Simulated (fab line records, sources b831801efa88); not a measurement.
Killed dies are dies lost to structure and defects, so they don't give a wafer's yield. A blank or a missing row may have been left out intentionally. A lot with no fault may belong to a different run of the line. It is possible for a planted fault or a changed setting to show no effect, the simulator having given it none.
What tool caused it? + flow gf180mcu + Sampling: 13 lots, 39 wafers, 5 of 602 route steps

WHAT THE GAUGES READ, wafer by wafer
GF_HV_LDD_CD_MEAS_19 targets a cd of 400 nm.
| lot  | measured     | on        | cd nm (nm)        |
|------|--------------|-----------|-------------------|
| L285 | day 10 19:50 | cd sem-02 | 400.9 399.1 400.4 |
| L287 | day 11 10:38 | cd sem-01 | 397.4 398.5 397.6 |
| L291 | day 12 20:43 | cd sem-01 | 401.5 398.0 400.1 |
| L293 | day 13 17:23 | cd sem-02 | 401.1 401.8 400.9 |
| L294 | day 13 22:35 | cd sem-02 | 405.4 403.7 406.2 |
| L298 | day 15 03:19 | cd sem-01 | 399.4 399.0 399.7 |
| L300 | day 15 11:23 | cd sem-02 | 396.1 396.2 395.3 |
| L302 | day 16 04:25 | cd sem-01 | 402.9 401.2 404.2 |
| L303 | day 16 12:40 | cd sem-02 | 398.2 401.1 400.1 |
| L304 | day 16 21:17 | cd sem-02 | 402.0 402.8 403.6 |
| L305 | day 17 04:44 | cd sem-01 | 402.8 406.0 404.3 |
| L306 | day 17 09:53 | cd sem-01 | 402.4 402.6 401.2 |
| L308 | day 18 12:59 | cd sem-02 | 399.9 398.4 402.7 |

GF_HV_LDD_TW_MEAS_23.
| lot  | measured     | on            | HV_LDD_2_TW    |
|------|--------------|---------------|----------------|
| L285 | day 10 20:14 | film metro-04 | 1060 1067 1064 |
| L287 | day 11 11:01 | film metro-01 | 1057 1061 1061 |
| L291 | day 12 21:08 | film metro-01 | 1061 1057 1059 |
| L293 | day 13 17:46 | film metro-04 | 1067 1075 1072 |
| L294 | day 13 22:58 | film metro-01 | 1056 1056 1056 |
| L298 | day 15 03:42 | film metro-02 | 1050 1044 1051 |
| L300 | day 15 11:48 | film metro-01 | 1057 1061 1061 |
| L302 | day 16 04:49 | film metro-01 | 1064 1059 1066 |
| L303 | day 16 13:03 | film metro-04 | 1070 1074 1076 |
| L304 | day 16 21:42 | film metro-01 | 1067 1066 1065 |
| L305 | day 17 05:09 | film metro-01 | 1060 1056 1058 |
| L306 | day 17 10:18 | film metro-04 | 1067 1064 1071 |
| L308 | day 18 13:22 | film metro-02 | 1042 1041 1042 |

GF_PSD_CD_MEAS_07 targets a cd of 400 nm.
| lot  | measured     | on        | cd nm (nm)                          |
|------|--------------|-----------|-------------------------------------|
| L285 | day 14 05:59 | cd sem-01 | 396.6 397.1 398.0                   |
| L287 | day 14 23:14 | cd sem-01 | 396.7 400.2 398.5                   |
| L291 | day 16 14:26 | cd sem-02 | 399.4 398.7 395.7                   |
| L293 | day 17 12:16 | cd sem-01 | 399.2 400.3 400.4                   |
| L294 | day 17 18:13 | cd sem-02 | 318.0 318.1 319.2 317.9 318.1 318.7 |
| L298 | day 19 01:31 | cd sem-02 | 401.3 398.0 399.9                   |
| L300 | day 19 11:23 | cd sem-02 | 400.6 402.0 402.9                   |
| L302 | day 20 07:17 | cd sem-01 | 401.6 400.2 402.0                   |
| L303 | day 20 15:11 | cd sem-02 | 399.8 400.5 395.8                   |
| L304 | day 21 00:50 | cd sem-02 | 394.8 396.7 398.2                   |
| L305 | day 21 08:50 | cd sem-02 | 400.6 400.7 400.3                   |
| L306 | day 21 13:50 | cd sem-01 | 402.1 403.3 405.1                   |
| L308 | day 22 18:37 | cd sem-02 | 400.5 400.3 399.3                   |

GF_PSD_TW_MEAS_11.
| lot  | measured     | on            | PSD_TW         |
|------|--------------|---------------|----------------|
| L285 | day 14 06:23 | film metro-02 | 3169 3161 3170 |
| L287 | day 14 23:37 | film metro-03 | 3208 3191 3199 |
| L291 | day 16 14:51 | film metro-01 | 3203 3200 3196 |
| L293 | day 17 12:41 | film metro-01 | 3198 3173 3185 |
| L294 | day 17 22:38 | film metro-02 | 3146 3153 3156 |
| L298 | day 19 01:55 | film metro-03 | 3196 3214 3208 |
| L300 | day 19 11:48 | film metro-02 | 3149 3166 3173 |
| L302 | day 20 07:41 | film metro-02 | 3183 3199 3180 |
| L303 | day 20 15:34 | film metro-03 | 3230 3235 3247 |
| L304 | day 21 01:14 | film metro-02 | 3162 3201 3180 |
| L305 | day 21 09:14 | film metro-01 | 3216 3189 3194 |
| L306 | day 21 14:14 | film metro-03 | 3208 3194 3211 |
| L308 | day 22 18:59 | film metro-03 | 3213 3202 3192 |

WHICH TOOL RAN EACH LOT (tool, then ch and the chambers of the sampled wafers, then the start)
| lot  | GF_PSD_EXPOSE_04                    |
|------|-------------------------------------|
| L285 | iline stepper-02 ch 0, day 13 19:55 |
| L287 | iline stepper-02 ch 0, day 14 12:28 |
| L291 | iline stepper-02 ch 0, day 16 03:40 |
| L293 | iline stepper-02 ch 0, day 17 01:27 |
| L294 | iline stepper-02 ch 0, day 17 06:40 |
| L298 | iline stepper-02 ch 0, day 18 13:56 |
| L300 | iline stepper-02 ch 0, day 18 23:16 |
| L302 | iline stepper-02 ch 0, day 19 18:52 |
| L303 | iline stepper-02 ch 0, day 20 02:40 |
| L304 | iline stepper-02 ch 0, day 20 13:13 |
| L305 | iline stepper-01 ch 0, day 20 21:16 |
| L306 | iline stepper-02 ch 0, day 21 02:02 |
| L308 | iline stepper-02 ch 0, day 22 06:37 |
- GF_PSD_EXPOSE_04: exposes mask Pplus, target cd 400 nm.

AS READ BY THE TOOLS THEMSELVES (means over the sampled wafers that have a number; for cases with no such wafer, the mark the record gives instead)
The record holds no such reading with a usual standard deviation.

THE ANSWER, worked out from the rows above alone
Rule: the lots themselves supply what counts as usual. The widest of any qualifying gaps counts: lots, ordered by their means at a reading, are off when they make up no more than a third of the lots, leave a main group of 4 or more, and stand apart from it by 3 or more times the standard deviation of that group's means. If all means in a main group match to the digits the tables above print for the reading, that group is not used. Also off: a lot with no number at a reading for which 4 or more lots have one. All remaining lots with rows at the step are treated as sound. The gauges are gone through in route order, then the tools' own readings, and for those a lot's mean is taken as printed above. The first step at which some lot is off is used, and at that step the reading that is off furthest; a lot without a number counts as furthest.
Off at GF_PSD_CD_MEAS_07 (cd nm): L294. For the main group the mean is 399.6 nm and the standard deviation 1.9.
If a tool, at a process step before that reading, ran all the lots that are off and no sound lot after the first of them, it fits. Gauges at GF_PSD_CD_MEAS_07: tried the same way as those tools. No candidate that was tried fits.

WHAT THE SIMULATOR HAD INSERTED
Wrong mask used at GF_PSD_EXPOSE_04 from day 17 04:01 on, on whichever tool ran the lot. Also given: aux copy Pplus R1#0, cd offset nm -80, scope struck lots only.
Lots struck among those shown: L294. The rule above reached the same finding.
